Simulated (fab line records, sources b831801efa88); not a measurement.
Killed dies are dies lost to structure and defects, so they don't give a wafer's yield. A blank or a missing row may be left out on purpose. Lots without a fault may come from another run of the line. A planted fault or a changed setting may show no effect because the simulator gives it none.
A struck lot beside a sound one | flow sky130 | 43 steps out of a route of 708
Sound: wafers L473.1, L473.2, L473.6. Struck: wafers L487.1, L487.5, L487.6. The cause comes at the end.
At each step with rows: each side's tool, then ch and its chambers, then its first start. Under that, the readings that differ: sound wafers | struck wafers | difference of the means | sigmas: that difference in standard deviations of wafers without a fault.
alike: readings whose means differ by less than 2 such deviations, and words and numbers that are the same on both sides. not compared: withheld readings, readings that some wafer has no value for, bounds like >300 that may hide the same value, and numbers for which the record gives no deviation and whose values overlap.
The two part at a step that has a row with sigmas, a row that says differs or no value, or rows on one side only. Numbers that don't overlap but have no deviation are shown without sigmas and don't part them. A reading that every wafer of one side lacks parts them only if that side has two wafers or more.

SKY_FIELD_ISO_ETCH_17: etches Si in HBr/Cl2/O2, target depth 342 nm, time 97.7 s.
  sound on rie_si-01 ch 0,2, day 2 10:32; struck on rie_si-01 ch 0,2,3, day 5 10:29
  alike: drypump_motor_current_A, oes_product_au, throttle_valve_pct
  not compared: rf_hours_counter_h
then, 5 steps without rows for these wafers: SKY_FIELD_ISO_WET_ETCH_18 (etches Si3N4 in H3PO4, target depth 25 nm, time 286 s); SKY_FIELD_ISO_CLEAN_19 (cleans in SC1/SC2, time 150 s); SKY_FIELD_ISO_CLEAN_20 (cleans in dHF, time 20 s); SKY_FIELD_ISO_WET_ETCH_21 (etches SiO2 in dHF, target depth 20 nm, time 400 s); SKY_FIELD_ISO_OXIDATION_22 (stabilise 600 s, purge 300 s, target thk 10 nm).
SKY_FIELD_ISO_THK_MEAS_23:
  sound on film_metro-01, day 2 12:51; struck on film_metro-03, day 5 12:27
  alike: FIELD_ISO_OXIDATION_01_THK
then, 1 step without rows for these wafers: SKY_FIELD_ISO_CVD_24 (deposits SiO2, target thk 595 nm, time 99.2 s).
SKY_FIELD_ISO_THK_MEAS_25:
  sound on film_metro-04, day 2 12:59; struck on film_metro-04, day 5 12:35
  alike: FIELD_ISO_CVD_24_THK
then, 1 step without rows for these wafers: SKY_FIELD_ISO_ANNEAL_26 (time 1800 s).
SKY_FIELD_ISO_CMP_27: polishes, stops on Si3N4, t overpolish 16 s, target thk 457.8 nm.
  sound on cmp-02 ch 0,1,3, day 2 15:49; struck on cmp-02 ch 1,2, day 5 14:11
  alike: motor_current_A, overpolish_run_s, slurry_flow_ml_min, time_to_endpoint_s
then, 1 step without rows for these wafers: SKY_FIELD_ISO_WET_ETCH_28 (etches SiO2 in dHF, target depth 23.7 nm, time 47 s).
SKY_FIELD_ISO_WET_ETCH_29: etches Si3N4 in H3PO4, target depth 160 nm, time 1825 s.
  sound on wet_bench-03 ch 1, day 2 16:05; struck on wet_bench-04 ch 3, day 5 14:28
  alike: temp_c
then, 3 steps without rows for these wafers: SKY_FIELD_ISO_WET_ETCH_30 (etches SiO2 in dHF, target depth 25 nm, time 50 s); SKY_NWELL_CLEAN_00 (cleans in SC1/SC2, time 150 s); SKY_NWELL_OXIDATION_01 (stabilise 600 s, purge 300 s, target thk 10 nm).
SKY_NWELL_THK_MEAS_02:
  sound on film_metro-01, day 2 19:49; struck on film_metro-01, day 5 16:58
  alike: NWELL_OXIDATION_THK
then, 8 steps without rows for these wafers: SKY_DNWELL_DEHYDRATE_00 (time 60 s); SKY_DNWELL_HMDS_01 (prime time 60 s); SKY_DNWELL_COAT_02 (resist thk 3000 nm); SKY_DNWELL_SOFTBAKE_03; SKY_DNWELL_EXPOSE_04 (exposes mask DNM, target cd 3000 nm); SKY_DNWELL_PEB_05; SKY_DNWELL_DEVELOP_06 (develop time 60 s); SKY_DNWELL_IMPLANT_07.
SKY_DNWELL_STRIP_08: strips in O2/N2.
  sound on plasma_asher-03 ch 0,1, day 3 11:04; struck on plasma_asher-02 ch 0,1, day 6 12:37
  alike: drypump_motor_current_A, oes_product_au, strip_time_to_endpoint_s
  not compared: rf_hours_counter_h
SKY_DNWELL_TW_MEAS_09:
  sound on film_metro-03, day 3 11:10; struck on film_metro-02, day 6 12:43
  alike: DNWELL_TW
then, 7 steps without rows for these wafers: SKY_PWDE_DEHYDRATE_00 (time 60 s); SKY_PWDE_HMDS_01 (prime time 60 s); SKY_PWDE_COAT_02 (resist thk 3000 nm); SKY_PWDE_SOFTBAKE_03; SKY_PWDE_EXPOSE_04 (exposes mask PWDEM, target cd 840 nm); SKY_PWDE_PEB_05; SKY_PWDE_DEVELOP_06 (develop time 60 s).
SKY_PWDE_OVL_MEAS_07:
  sound on overlay-02, day 4 02:22; struck on overlay-02, day 7 07:13
  alike: PWDE_OVL
then, 1 step without rows for these wafers: SKY_PWDE_IMPLANT_08.
SKY_PWDE_STRIP_09: strips in O2/N2.
  sound on plasma_asher-04 ch 0,1, day 4 02:32; struck on plasma_asher-04 ch 0,1, day 7 07:24
  alike: drypump_motor_current_A, oes_product_au, strip_time_to_endpoint_s
  not compared: rf_hours_counter_h
SKY_PWDE_TW_MEAS_10:
  sound on film_metro-02, day 4 02:38; struck on film_metro-02, day 7 07:30
  alike: PWDE_TW
then, 4 steps without rows for these wafers: SKY_NWELL_DEHYDRATE_03 (time 60 s); SKY_NWELL_HMDS_04 (prime time 60 s); SKY_NWELL_COAT_05 (resist thk 3000 nm); SKY_NWELL_SOFTBAKE_06.
-- the record jumps here: 42 days lie between the struck wafers' starts before and after (it left off in module NWELL and takes up again in module PAD_OPEN, whose first step shown is number 708 of the route) --
SKY_PAD_OPEN_PROBE_99:
  sound on prober-01, day 46 12:54; struck on prober-02, day 49 17:50
  reading             | sound    | struck                                                                     | difference                   | sigmas
  hold                | - - -    | await_dispo/5.4h/release await_dispo/5.4h/release await_dispo/5.4h/release | no value on the sound wafers |
  killed_at_front_end | 18 14 11 | 38 29 49                                                                   | +24                          | +5
  killed_dies         | 85 85 78 | 117 118 112                                                                | +33                          | +4
  killed_on_rim       | 16 17 14 | 29 29 34                                                                   | +15                          | +4
  alike: killed_at_M0_to_M3, killed_at_M4_up, killed_at_contacts, killed_at_other, killed_open, killed_short

WHERE THEY PART
Only at SKY_PAD_OPEN_PROBE_99, within this record.

WHY: what the simulator had put in
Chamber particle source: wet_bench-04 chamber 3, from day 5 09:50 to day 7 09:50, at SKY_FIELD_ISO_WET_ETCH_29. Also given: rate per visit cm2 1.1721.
